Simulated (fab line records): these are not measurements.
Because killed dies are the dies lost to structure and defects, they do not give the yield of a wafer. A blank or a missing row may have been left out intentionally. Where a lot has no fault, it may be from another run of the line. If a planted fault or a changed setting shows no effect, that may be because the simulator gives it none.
Which tool is to blame? :: flow gf180mcu :: Sampling: 13 lots, 39 wafers, 5 of 602 route steps

== WHAT THE GAUGES SHOWED, per wafer ==
GF_V2_BOW_MEAS_05. Usual: V2_BOW typically reads 102 um, with standard deviation 8.
lot: L582
measured: day 18 18:20
on: film metro-04
V2_BOW (um): 88 97 82
flag: 

lot: L583
measured: day 19 05:14
on: film metro-04
V2_BOW (um): 107 101 100
flag: 

lot: L584
measured: day 19 16:35
on: film metro-04
V2_BOW (um): 104 111 115
flag: 

lot: L585
measured: day 20 04:02
on: film metro-03
V2_BOW (um): 99 114 108
flag: 

lot: L587
measured: day 20 19:50
on: film metro-02
V2_BOW (um): 109 117 114
flag: 

lot: L590
measured: day 22 00:58
on: film metro-04
V2_BOW (um): 99 103 92
flag: 

lot: L592
measured: day 23 18:39
on: film metro-02
V2_BOW (um): 102 106 102
flag: 

lot: L594
measured: day 24 09:06
on: film metro-02
V2_BOW (um): 109 118 108
flag: 

lot: L599
measured: day 25 12:40
on: film metro-03
V2_BOW (um): 102 112 102
flag: 

lot: L598
measured: day 25 14:29
on: film metro-02
V2_BOW (um): 120 112 109
flag: 

lot: L600
measured: day 25 17:31
on: film metro-03
V2_BOW (um): 109 98 103
flag: 

lot: L603
measured: day 26 14:44
on: film metro-04
V2_BOW (um): 104 98 96
flag: 

lot: L605
measured: day 27 02:29
on: film metro-04
V2_BOW (um): 98 109 100
flag: 

GF_V2_CD_MEAS_14: the cd target is 260 nm. Usual: 259.9 nm for cd nm, sd 0.99.
lot: L582
measured: day 19 18:48
on: cd sem-01
cd nm (nm): 258.5 258.6 258.4
flag: 

lot: L583
measured: day 20 05:37
on: cd sem-01
cd nm (nm): 259.0 258.7 259.1
flag: 

lot: L584
measured: day 20 16:41
on: cd sem-01
cd nm (nm): 260.5 260.4 260.1
flag: 

lot: L585
measured: day 21 04:46
on: cd sem-02
cd nm (nm): 260.5 260.1 260.3
flag: 

lot: L587
measured: day 21 19:27
on: cd sem-02
cd nm (nm): 260.0 259.2 259.7
flag: 

lot: L590
measured: day 23 00:12
on: cd sem-01
cd nm (nm): 260.2 260.5 260.1
flag: 

lot: L592
measured: day 24 16:28
on: cd sem-01
cd nm (nm): 259.6 258.5 259.5
flag: 

lot: L594
measured: day 25 07:15
on: cd sem-02
cd nm (nm): 267.7 263.3 263.7
flag: OFF

lot: L599
measured: day 26 10:18
on: cd sem-01
cd nm (nm): 259.9 259.4 259.7
flag: 

lot: L598
measured: day 26 11:58
on: cd sem-02
cd nm (nm): 257.3 257.6 258.6
flag: 

lot: L600
measured: day 26 15:07
on: cd sem-02
cd nm (nm): 260.9 261.7 260.7
flag: 

lot: L603
measured: day 27 11:32
on: cd sem-01
cd nm (nm): 259.8 258.6 258.8
flag: 

lot: L605
measured: day 27 22:13
on: cd sem-01
cd nm (nm): 261.2 260.3 260.7
flag: 

GF_V2_OVL_MEAS_15. Usual: V2_OVL typically reads -3 nm, with standard deviation 5.3.
lot: L582
measured: day 19 18:55
on: overlay-02
V2_OVL (nm): -2 6 3
flag: 

lot: L583
measured: day 20 05:44
on: overlay-02
V2_OVL (nm): 0 -1 0
flag: 

lot: L584
measured: day 20 16:47
on: overlay-01
V2_OVL (nm): 1 -1 -4
flag: 

lot: L585
measured: day 21 04:53
on: overlay-02
V2_OVL (nm): -11 -7 -7
flag: 

lot: L587
measured: day 21 19:32
on: overlay-02
V2_OVL (nm): -5 -1 0
flag: 

lot: L590
measured: day 23 00:19
on: overlay-01
V2_OVL (nm): -4 -1 -1
flag: 

lot: L592
measured: day 24 16:35
on: overlay-02
V2_OVL (nm): -12 -13 -18
flag: 

lot: L594
measured: day 25 07:22
on: overlay-01
V2_OVL (nm): -3 -7 -4
flag: 

lot: L599
measured: day 26 10:25
on: overlay-02
V2_OVL (nm): -9 -13 -5
flag: 

lot: L598
measured: day 26 12:05
on: overlay-02
V2_OVL (nm): -10 2 1
flag: 

lot: L600
measured: day 26 15:14
on: overlay-02
V2_OVL (nm): 2 -1 2
flag: 

lot: L603
measured: day 27 11:39
on: overlay-01
V2_OVL (nm): -14 -4 -8
flag: 

lot: L605
measured: day 27 22:19
on: overlay-01
V2_OVL (nm): 2 6 -5
flag: 

== WHICH TOOL RAN EACH LOT (tool, then ch and the chambers of the sampled wafers, then the start) ==
lot: L582
GF_V2_CMP_04: cmp-02 ch 1,3, day 18 18:01
GF_V2_EXPOSE_11: krf scanner-01 ch 0, day 19 07:09

lot: L583
GF_V2_CMP_04: cmp-02 ch 1,2,3, day 19 04:59
GF_V2_EXPOSE_11: krf scanner-02 ch 0, day 19 17:55

lot: L584
GF_V2_CMP_04: cmp-01 ch 0,2,3, day 19 16:16
GF_V2_EXPOSE_11: krf scanner-02 ch 0, day 20 04:59

lot: L585
GF_V2_CMP_04: cmp-01 ch 0,1,2, day 20 03:44
GF_V2_EXPOSE_11: krf scanner-02 ch 0, day 20 16:20

lot: L587
GF_V2_CMP_04: cmp-02 ch 1,2,3, day 20 19:30
GF_V2_EXPOSE_11: krf scanner-01 ch 0, day 21 07:39

lot: L590
GF_V2_CMP_04: cmp-02 ch 0,1,3, day 22 00:38
GF_V2_EXPOSE_11: krf scanner-02 ch 0, day 22 12:50

lot: L592
GF_V2_CMP_04: cmp-01 ch 0,1,3, day 23 18:24
GF_V2_EXPOSE_11: krf scanner-01 ch 0, day 24 05:56

lot: L594
GF_V2_CMP_04: cmp-02 ch 1,2,3, day 24 08:53
GF_V2_EXPOSE_11: krf scanner-02 ch 0, day 24 20:34

lot: L599
GF_V2_CMP_04: cmp-01 ch 2,3, day 25 12:20
GF_V2_EXPOSE_11: krf scanner-01 ch 0, day 25 23:57

lot: L598
GF_V2_CMP_04: cmp-02 ch 2,3, day 25 14:14
GF_V2_EXPOSE_11: krf scanner-01 ch 0, day 26 01:32

lot: L600
GF_V2_CMP_04: cmp-02 ch 1,2, day 25 17:16
GF_V2_EXPOSE_11: krf scanner-01 ch 0, day 26 04:46

lot: L603
GF_V2_CMP_04: cmp-02 ch 1,2, day 26 14:26
GF_V2_EXPOSE_11: krf scanner-01 ch 0, day 27 01:38

lot: L605
GF_V2_CMP_04: cmp-02 ch 0,1,2, day 27 02:18
GF_V2_EXPOSE_11: krf scanner-01 ch 0, day 27 12:28
- GF_V2_CMP_04: polishes SiO2.
- GF_V2_EXPOSE_11: exposes mask Via2, target cd 260 nm.

== WHAT THE TOOLS THEMSELVES READ (means of the sampled wafers that have a number; where no wafer has one, the mark that the record gives instead) ==
GF_V2_CMP_04. Usual: motor current A 11.3 A, standard deviation 1.2; time to endpoint s 80 s, standard deviation 4.9.
lot: L582
tool: cmp-02
motor current A (A): 12.3
time to endpoint s (s): 75
flag: 

lot: L583
tool: cmp-02
motor current A (A): 11.3
time to endpoint s (s): 85
flag: 

lot: L584
tool: cmp-01
motor current A (A): 10.7
time to endpoint s (s): 82
flag: 

lot: L585
tool: cmp-01
motor current A (A): 11.5
time to endpoint s (s): 81
flag: 

lot: L587
tool: cmp-02
motor current A (A): 11.4
time to endpoint s (s): 80
flag: 

lot: L590
tool: cmp-02
motor current A (A): 12.0
time to endpoint s (s): 72
flag: 

lot: L592
tool: cmp-01
motor current A (A): 11.6
time to endpoint s (s): 78
flag: 

lot: L594
tool: cmp-02
motor current A (A): 11.9
time to endpoint s (s): 78
flag: 

lot: L599
tool: cmp-01
motor current A (A): 10.9
time to endpoint s (s): 84
flag: 

lot: L598
tool: cmp-02
motor current A (A): 10.2
time to endpoint s (s): 78
flag: 

lot: L600
tool: cmp-02
motor current A (A): 11.4
time to endpoint s (s): 75
flag: 

lot: L603
tool: cmp-02
motor current A (A): 10.7
time to endpoint s (s): 75
flag: 

lot: L605
tool: cmp-02
motor current A (A): 11.2
time to endpoint s (s): 84
flag: 

== THE ANSWER, worked out from the rows above alone ==
Rule: take the mean of a lot's wafers that have a number; if it is more than 3 standard deviations from the usual mean, the lot is off. Also off: a lot with no number at a reading for which 4 or more lots have one. Any other lot the step has rows for is counted as sound. First the gauges in route order, then the tools' own readings, where a lot's mean is used as printed above. At the first step where some lot is off, the reading lying furthest off is the one used; lots without a number count as furthest.
Off at GF_V2_CD_MEAS_14 (cd nm): L594.
A tool fits if, at a process step before that reading, it ran every lot that is off, and no sound lot after the first of them. The gauges at GF_V2_CD_MEAS_14 are tried like those tools. One fits: GF_V2_EXPOSE_11 on krf scanner-02. A fault onset in the window from L590 (day 22 12:50, its last sound lot) to L594 (day 24 20:34, its first lot off) fits.

== WHAT THE SIMULATOR HAD INSERTED ==
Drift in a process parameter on krf scanner-02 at GF_V2_EXPOSE_11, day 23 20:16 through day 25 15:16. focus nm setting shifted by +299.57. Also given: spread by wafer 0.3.
Lots struck among those shown: L594. The same result came from the rule above.
